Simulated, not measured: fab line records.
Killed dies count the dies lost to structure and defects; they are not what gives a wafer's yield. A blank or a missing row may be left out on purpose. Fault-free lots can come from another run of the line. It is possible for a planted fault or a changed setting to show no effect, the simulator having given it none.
Comparing a struck lot with a sound one + flow sky130 + 15 out of 708 route steps
Sound: the wafers L380.1, L380.2, L380.5. Wafers struck: L389.1, L389.5, L389.6. At the end, the cause is stated.
Order at every step that has rows: each side's tool, ch and its chambers, its first start. Under that, the readings that differ: sound wafers + struck wafers + difference of the means + sigmas: that difference in standard deviations of wafers without a fault.
alike: readings with means less than 2 such deviations apart, plus words and numbers identical on both sides. not compared: withheld readings, readings lacking a value on some wafer, bounds such as >300 that could conceal the same value, and numbers that have no deviation in the record and whose values overlap.
Wherever a step has rows on one side only, a row that says differs or no value, or a row with sigmas, the two part there. Numbers that have no deviation but don't overlap get no sigmas and don't part them. Lack of a reading on every wafer of one side parts them only where that side has two or more wafers.

first, 5 steps without rows for these wafers: SKY_VIA4_COAT_06 (resist thk 1156 nm); SKY_VIA4_SOFTBAKE_07 (time 60 s); SKY_VIA4_EXPOSE_08 (exposes mask VIM4, target cd 800 nm); SKY_VIA4_PEB_09; SKY_VIA4_DEVELOP_10 (develop time 60 s).
SKY_VIA4_OVL_MEAS_11:
  sound on overlay-01 at day 44 22:46; struck on overlay-01 at day 46 16:57
  alike: VIA4_OVL
SKY_VIA4_ETCH_12: etches SiO2 in C4F8/O2/Ar, stops on TiN, target depth 580 nm.
  sound on rie diel-04 ch 0,1,2, day 44 22:48; struck on rie diel-03 ch 0,1,3, day 46 16:59
  alike: chamber pressure mTorr, oes product au
SKY_VIA4_STRIP_13: strips in O2/N2.
  sound on plasma asher-04 ch 0,1, day 44 22:52; struck on plasma asher-01 ch 0,1, day 46 17:04
  alike: chamber pressure mTorr, drypump motor current A, oes product au, strip time to endpoint s
  not compared: rf hours counter h
then, 3 steps without rows for these wafers: SKY_VIA4_STRIP_14 (strips in post etch residue remover, time 1200 s); SKY_VIA4_CLEAN_15 (cleans in IPA, time 180 s); SKY_VIA4_CLEAN_16 (cleans in O3/DIW).
SKY_VIA4_SPUTTER_17: material TiN, target thk 20 nm, time 80 s.
  sound on pvd sputter-01 at day 44 23:28; struck on pvd sputter-02 at day 46 17:44
  alike: throttle valve pct
SKY_VIA4_CVD_18: deposits W, target thk 505 nm, time 152.14 s.
  sound on cvd w-02 ch 0,1, day 44 23:32; struck on cvd w-02 ch 0,1, day 46 18:07
  alike: heater power w
SKY_VIA4_RS_MEAS_19: measurement is done with a four-point probe.
  sound on film metro-01 at day 44 23:41; struck on film metro-02 at day 46 18:33
| reading            | sound                | struck               | difference | sigmas |
|--------------------|----------------------|----------------------|------------|--------|
| VIA4_W_RS (ohm/sq) | 0.2309 0.2284 0.2297 | 0.1127 0.1151 0.1131 | -0.1160    | -39    |
SKY_PAD_OPEN_PROBE_99:
  sound wafers here have rows in the record (prober-01, day 47 18:14); struck ones have none

## WHERE THEY PART
Earliest at SKY_VIA4_RS_MEAS_19; latest, in this record, at SKY_PAD_OPEN_PROBE_99.

WHY: the cause the simulator had injected
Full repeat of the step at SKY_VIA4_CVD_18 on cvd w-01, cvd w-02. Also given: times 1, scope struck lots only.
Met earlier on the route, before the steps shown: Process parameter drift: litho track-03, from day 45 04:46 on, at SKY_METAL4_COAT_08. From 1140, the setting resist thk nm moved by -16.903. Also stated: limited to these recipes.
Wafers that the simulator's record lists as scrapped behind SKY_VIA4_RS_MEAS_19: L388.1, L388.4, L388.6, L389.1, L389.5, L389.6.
